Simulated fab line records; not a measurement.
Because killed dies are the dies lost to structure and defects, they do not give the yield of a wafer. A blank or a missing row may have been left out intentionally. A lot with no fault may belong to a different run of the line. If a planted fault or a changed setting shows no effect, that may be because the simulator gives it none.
Which tool did it? / flow gf180mcu / 39 wafers from 13 lots sampled at 6 of the route's 602 steps

== WHAT EACH GAUGE READ, for each wafer ==
GF_NWELL_TW_MEAS_11. Usual: for NWELL_TW the level is 1569 and the standard deviation is 16.
lot=L943; measured=day 3 07:48; on=film_metro-02; NWELL_TW=1573 1566 1559; flag=
lot=L945; measured=day 3 19:57; on=film_metro-01; NWELL_TW=1588 1573 1578; flag=
lot=L948; measured=day 4 10:11; on=film_metro-03; NWELL_TW=1537 1544 1535; flag=
lot=L952; measured=day 5 07:56; on=film_metro-03; NWELL_TW=1548 1542 1543; flag=
lot=L954; measured=day 5 19:41; on=film_metro-01; NWELL_TW=1564 1564 1557; flag=
lot=L957; measured=day 6 15:08; on=film_metro-01; NWELL_TW=1573 1569 1571; flag=
lot=L959; measured=day 7 00:07; on=film_metro-02; NWELL_TW=1587 1587 1586; flag=
lot=L960; measured=day 7 06:39; on=film_metro-02; NWELL_TW=1582 1586 1583; flag=
lot=L961; measured=day 7 12:00; on=film_metro-01; NWELL_TW=1571 1562 1568; flag=
lot=L962; measured=day 7 17:11; on=film_metro-02; NWELL_TW=1579 1574 1586; flag=
lot=L963; measured=day 7 20:53; on=film_metro-02; NWELL_TW=1577 1581 1574; flag=
lot=L964; measured=day 8 02:23; on=film_metro-03; NWELL_TW=1547 1559 1556; flag=
lot=L965; measured=day 8 07:44; on=film_metro-02; NWELL_TW=1586 1589 1582; flag=

GF_LVPWELL_OVL_MEAS_07. Usual: for LVPWELL_OVL the level is 0.0 nm and the standard deviation is 1.5.
lot=L943; measured=day 3 21:25; on=overlay-01; LVPWELL_OVL (nm)=2.8 0.5 2.6; flag=
lot=L945; measured=day 4 09:11; on=overlay-01; LVPWELL_OVL (nm)=-1.8 -0.8 -1.1; flag=
lot=L948; measured=day 5 00:12; on=overlay-02; LVPWELL_OVL (nm)=1.3 1.1 0.3; flag=
lot=L952; measured=day 5 22:06; on=overlay-02; LVPWELL_OVL (nm)=0.0 -1.7 0.2; flag=
lot=L954; measured=day 6 10:22; on=overlay-02; LVPWELL_OVL (nm)=0.8 2.3 0.5; flag=
lot=L957; measured=day 7 06:38; on=overlay-01; LVPWELL_OVL (nm)=-0.1 -3.1 -1.2; flag=
lot=L959; measured=day 7 16:05; on=overlay-02; LVPWELL_OVL (nm)=-1.5 -1.9 0.9; flag=
lot=L960; measured=day 7 22:09; on=overlay-01; LVPWELL_OVL (nm)=1.4 1.4 1.2; flag=
lot=L961; measured=day 8 04:31; on=overlay-01; LVPWELL_OVL (nm)=-0.7 -0.7 -1.7; flag=
lot=L962; measured=day 8 09:25; on=overlay-01; LVPWELL_OVL (nm)=-2.4 -1.1 0.7; flag=
lot=L963; measured=day 8 13:07; on=overlay-01; LVPWELL_OVL (nm)=0.5 -1.0 -0.1; flag=
lot=L964; measured=day 8 19:01; on=overlay-01; LVPWELL_OVL (nm)=-2.6 -3.3 -2.0; flag=
lot=L965; measured=day 9 01:14; on=overlay-02; LVPWELL_OVL (nm)=0.3 -0.8 0.9; flag=

GF_LVPWELL_TW_MEAS_11. Usual: for LVPWELL_TW the level is 556 and the standard deviation is 5.4.
lot=L943; measured=day 3 21:52; on=film_metro-03; LVPWELL_TW=550 550 549; flag=
lot=L945; measured=day 4 09:37; on=film_metro-03; LVPWELL_TW=545 545 545; flag=
lot=L948; measured=day 5 00:38; on=film_metro-01; LVPWELL_TW=556 558 558; flag=
lot=L952; measured=day 5 22:32; on=film_metro-01; LVPWELL_TW=554 555 557; flag=
lot=L954; measured=day 6 10:48; on=film_metro-01; LVPWELL_TW=524 525 522 523 524 522; flag=OFF
lot=L957; measured=day 7 07:04; on=film_metro-01; LVPWELL_TW=521 526 523 523 522 524; flag=OFF
lot=L959; measured=day 7 16:31; on=film_metro-03; LVPWELL_TW=548 545 552; flag=
lot=L960; measured=day 7 22:35; on=film_metro-02; LVPWELL_TW=562 560 562; flag=
lot=L961; measured=day 8 04:57; on=film_metro-01; LVPWELL_TW=562 558 558; flag=
lot=L962; measured=day 8 09:51; on=film_metro-02; LVPWELL_TW=562 562 566; flag=
lot=L963; measured=day 8 13:33; on=film_metro-01; LVPWELL_TW=557 555 558; flag=
lot=L964; measured=day 8 19:27; on=film_metro-02; LVPWELL_TW=568 564 566; flag=
lot=L965; measured=day 9 01:40; on=film_metro-01; LVPWELL_TW=558 561 557; flag=

GF_VT_IMPLANT_RS_MEAS_46: measures by four-point-probe. Usual: for MVSD_RS the level is 456.8 ohm/sq and the standard deviation is 1.7.
lot=L943; measured=day 7 13:01; on=film_metro-03; MVSD_RS (ohm/sq)=454.8 455.0 456.2; flag=
lot=L945; measured=day 8 03:54; on=film_metro-01; MVSD_RS (ohm/sq)=454.7 456.4 455.7; flag=
lot=L948; measured=day 8 21:04; on=film_metro-02; MVSD_RS (ohm/sq)=456.2 457.0 457.1; flag=
lot=L952; measured=day 10 00:22; on=film_metro-03; MVSD_RS (ohm/sq)=456.4 457.1 457.3; flag=
lot=L954; measured=day 10 14:43; on=film_metro-01; MVSD_RS (ohm/sq)=458.9 458.9 458.1; flag=
lot=L957; measured=day 11 16:19; on=film_metro-01; MVSD_RS (ohm/sq)=457.4 457.2 457.5; flag=
lot=L959; measured=day 12 04:24; on=film_metro-02; MVSD_RS (ohm/sq)=455.7 455.6 455.9; flag=
lot=L960; measured=day 12 08:51; on=film_metro-02; MVSD_RS (ohm/sq)=457.7 457.2 456.2; flag=
lot=L961; measured=day 12 17:16; on=film_metro-02; MVSD_RS (ohm/sq)=456.7 456.3 456.8; flag=
lot=L962; measured=day 12 23:42; on=film_metro-03; MVSD_RS (ohm/sq)=457.6 458.4 457.1; flag=
lot=L963; measured=day 13 04:30; on=film_metro-03; MVSD_RS (ohm/sq)=455.7 454.9 454.8; flag=
lot=L964; measured=day 13 10:15; on=film_metro-03; MVSD_RS (ohm/sq)=457.8 457.9 458.1; flag=
lot=L965; measured=day 13 20:15; on=film_metro-02; MVSD_RS (ohm/sq)=453.9 455.5 454.5; flag=

GF_VT_IMPLANT_RS_MEAS_48: measures by four-point-probe. Usual: for LVPWELL_RS the level is 1197 ohm/sq and the standard deviation is 3.4.
lot=L943; measured=day 7 13:16; on=film_metro-03; LVPWELL_RS (ohm/sq)=1197 1198 1198; flag=
lot=L945; measured=day 8 04:08; on=film_metro-01; LVPWELL_RS (ohm/sq)=1202 1200 1199; flag=
lot=L948; measured=day 8 21:18; on=film_metro-02; LVPWELL_RS (ohm/sq)=1199 1196 1191; flag=
lot=L952; measured=day 10 00:37; on=film_metro-03; LVPWELL_RS (ohm/sq)=1200 1202 1199; flag=
lot=L954; measured=day 10 14:57; on=film_metro-01; LVPWELL_RS (ohm/sq)=1372 1370 1374 1371 1369 1371; flag=OFF
lot=L957; measured=day 11 16:34; on=film_metro-01; LVPWELL_RS (ohm/sq)=1363 1366 1372 1364 1364 1368; flag=OFF
lot=L959; measured=day 12 04:38; on=film_metro-02; LVPWELL_RS (ohm/sq)=1190 1195 1194; flag=
lot=L960; measured=day 12 09:05; on=film_metro-02; LVPWELL_RS (ohm/sq)=1198 1204 1198; flag=
lot=L961; measured=day 12 17:31; on=film_metro-02; LVPWELL_RS (ohm/sq)=1197 1196 1196; flag=
lot=L962; measured=day 12 23:56; on=film_metro-03; LVPWELL_RS (ohm/sq)=1203 1202 1202; flag=
lot=L963; measured=day 13 04:44; on=film_metro-03; LVPWELL_RS (ohm/sq)=1205 1202 1195; flag=
lot=L964; measured=day 13 10:29; on=film_metro-03; LVPWELL_RS (ohm/sq)=1196 1195 1198; flag=
lot=L965; measured=day 13 20:29; on=film_metro-02; LVPWELL_RS (ohm/sq)=1190 1191 1193; flag=

== WHAT TOOL EACH LOT RAN ON (gives the tool, then ch and the chambers of the sampled wafers, and finally the start) ==
lot=L943; GF_LVPWELL_IMPLANT_08=implanter-02 ch 0, day 3 21:29
lot=L945; GF_LVPWELL_IMPLANT_08=implanter-02 ch 0, day 4 09:13
lot=L948; GF_LVPWELL_IMPLANT_08=implanter-01 ch 0, day 5 00:14
lot=L952; GF_LVPWELL_IMPLANT_08=implanter-04 ch 0, day 5 22:08
lot=L954; GF_LVPWELL_IMPLANT_08=implanter-02 ch 0, day 6 10:24
lot=L957; GF_LVPWELL_IMPLANT_08=implanter-02 ch 0, day 7 06:40
lot=L959; GF_LVPWELL_IMPLANT_08=implanter-01 ch 0, day 7 16:09
lot=L960; GF_LVPWELL_IMPLANT_08=implanter-01 ch 0, day 7 22:11
lot=L961; GF_LVPWELL_IMPLANT_08=implanter-04 ch 0, day 8 04:33
lot=L962; GF_LVPWELL_IMPLANT_08=implanter-04 ch 0, day 8 09:27
lot=L963; GF_LVPWELL_IMPLANT_08=implanter-01 ch 0, day 8 13:09
lot=L964; GF_LVPWELL_IMPLANT_08=implanter-04 ch 0, day 8 19:03
lot=L965; GF_LVPWELL_IMPLANT_08=implanter-04 ch 0, day 9 01:16
- GF_LVPWELL_IMPLANT_08

== WHAT THE TOOLS THEMSELVES READ (means of the sampled wafers that have a number; where no wafer has one, the mark that the record gives instead) ==
GF_LVPWELL_IMPLANT_08. Usual: dose_ions_cm2 1.5003e+13, standard deviation 1.5e+10; faraday_current_uA 84.8, standard deviation 1.5; tilt_deg -0.002 degrees, standard deviation 0.021.
lot=L943; tool=implanter-02; dose_ions_cm2=1.4994e+13; faraday_current_uA=85.1; tilt_deg (degrees)=0.027; flag=
lot=L945; tool=implanter-02; dose_ions_cm2=1.4996e+13; faraday_current_uA=84.6; tilt_deg (degrees)=-0.004; flag=
lot=L948; tool=implanter-01; dose_ions_cm2=1.5007e+13; faraday_current_uA=83.8; tilt_deg (degrees)=0.001; flag=
lot=L952; tool=implanter-04; dose_ions_cm2=1.5004e+13; faraday_current_uA=85.7; tilt_deg (degrees)=-0.003; flag=
lot=L954; tool=implanter-02; dose_ions_cm2=1.1480e+13; faraday_current_uA=65.4; tilt_deg (degrees)=0.027; flag=OFF
lot=L957; tool=implanter-02; dose_ions_cm2=1.1467e+13; faraday_current_uA=65.0; tilt_deg (degrees)=0.010; flag=OFF
lot=L959; tool=implanter-01; dose_ions_cm2=1.4999e+13; faraday_current_uA=84.0; tilt_deg (degrees)=-0.001; flag=
lot=L960; tool=implanter-01; dose_ions_cm2=1.5014e+13; faraday_current_uA=84.9; tilt_deg (degrees)=0.001; flag=
lot=L961; tool=implanter-04; dose_ions_cm2=1.5006e+13; faraday_current_uA=83.2; tilt_deg (degrees)=-0.029; flag=
lot=L962; tool=implanter-04; dose_ions_cm2=1.5014e+13; faraday_current_uA=85.1; tilt_deg (degrees)=0.003; flag=
lot=L963; tool=implanter-01; dose_ions_cm2=1.4996e+13; faraday_current_uA=82.9; tilt_deg (degrees)=0.000; flag=
lot=L964; tool=implanter-04; dose_ions_cm2=1.5014e+13; faraday_current_uA=85.3; tilt_deg (degrees)=-0.007; flag=
lot=L965; tool=implanter-04; dose_ions_cm2=1.4995e+13; faraday_current_uA=85.1; tilt_deg (degrees)=-0.025; flag=

== THE ANSWER, worked out from the rows above alone ==
Rule: a lot counts as off when the mean over its wafers that have a number is more than 3 standard deviations away from the usual mean. Also off: a lot with no number at a reading for which 4 or more lots have one. All remaining lots with rows at the step are treated as sound. The gauges are gone through in route order, then the tools' own readings, and for those a lot's mean is taken as printed above. The first step at which some lot is off is used, and at that step the reading that is off furthest; a lot without a number counts as furthest.
Off: L954, L957, seen at GF_LVPWELL_TW_MEAS_11 (LVPWELL_TW).
If a tool, at a process step before that reading, ran all the lots that are off and no sound lot after the first of them, it fits. The gauges at GF_LVPWELL_TW_MEAS_11 aren't tried: what is off there is off at GF_LVPWELL_IMPLANT_08 too, on other tools, and a gauge's error can't cause that. One candidate fits, namely implanter-02 at GF_LVPWELL_IMPLANT_08. Its last sound lot is L945 (day 4 09:13), its first lot that is off L954 (day 6 10:24): a fault that began between those two fits.
The tool's own readings at GF_LVPWELL_IMPLANT_08 bear it out: on the lots that are off they differ by more than 5 times the standard deviation of the sound lots' means. dose_ions_cm2 reads 1.1474e+13 there against 1.5004e+13 on the sound lots; faraday_current_uA reads 65.2 there against 84.5 on the sound lots.

== WHAT HAD BEEN PUT IN BY THE SIMULATOR ==
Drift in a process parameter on implanter-02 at GF_LVPWELL_IMPLANT_08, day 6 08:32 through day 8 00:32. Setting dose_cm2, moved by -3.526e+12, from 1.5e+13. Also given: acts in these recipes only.
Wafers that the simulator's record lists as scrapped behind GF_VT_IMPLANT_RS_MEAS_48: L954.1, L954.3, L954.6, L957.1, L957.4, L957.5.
Struck lots among those shown: L954, L957. The rule given above showed the same thing.
